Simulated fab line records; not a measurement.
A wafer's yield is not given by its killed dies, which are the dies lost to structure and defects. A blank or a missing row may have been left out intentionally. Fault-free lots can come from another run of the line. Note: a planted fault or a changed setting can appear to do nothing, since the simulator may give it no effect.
Chamber matching | flow gf180mcu | 4 sister chambers for GF_V1_CMP_26 on cmp-02
The step polishes, stops on SiO2, t overpolish 15 s, target thk 0 nm. 4 wafers are shown with their chamber, then 10 later ones without.

EACH WAFER AND ITS CHAMBER
wafer  | chamber | motor current A (A)
L443.1 | 1       | 9.9
L444.1 | 0       | 10.3
L445.2 | 3       | 10.4
L445.3 | 2       | 10.5

WAFERS MISSING THEIR CHAMBER
wafer  | motor current A (A)
L445.6 | 9.6
L447.3 | 10.2
L447.5 | 10.1
L447.6 | 9.8
L449.3 | 11.1
L449.5 | 10.2
L449.6 | 10.2
L451.1 | 9.7
L451.2 | 10.0
L451.3 | 11.0

WHICH CHAMBER EACH WENT THROUGH
wafer  | from the rows above               | in truth
L445.6 | can't be placed: 1 or 0 or 3      | 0
L447.3 | can't be placed: 0 or 3 or 1 or 2 | 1
L447.5 | can't be placed: 1 or 0 or 3 or 2 | 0
L447.6 | can't be placed: 1 or 0 or 3      | 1
L449.3 | can't be placed: 2 or 3 or 0      | 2
L449.5 | can't be placed: 0 or 3 or 1 or 2 | 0
L449.6 | can't be placed: 0 or 3 or 1 or 2 | 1
L451.1 | can't be placed: 1 or 0 or 3      | 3
L451.2 | can't be placed: 1 or 0 or 3 or 2 | 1
L451.3 | can't be placed: 2 or 3 or 0      | 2
Placed correctly: 0 of 10. Unplaceable from these rows: 10, with the true chamber sitting among the candidates in 10. 0 placed wrongly.
How it was worked out, from the rows above alone: a wafer's distance from a chamber is the root of the sum, over the readings, of the square of ((its reading less the chamber's mean) divided by the reading's scatter). If the next closest chamber is less than 2 further off than the closest, the wafer can't be placed; otherwise it belongs to the closest. Each chamber's mean is taken over the wafers shown for it. The scatter: root of mean squared gap, hidden wafer to nearest shown wafer, with one shown wafer a chamber.
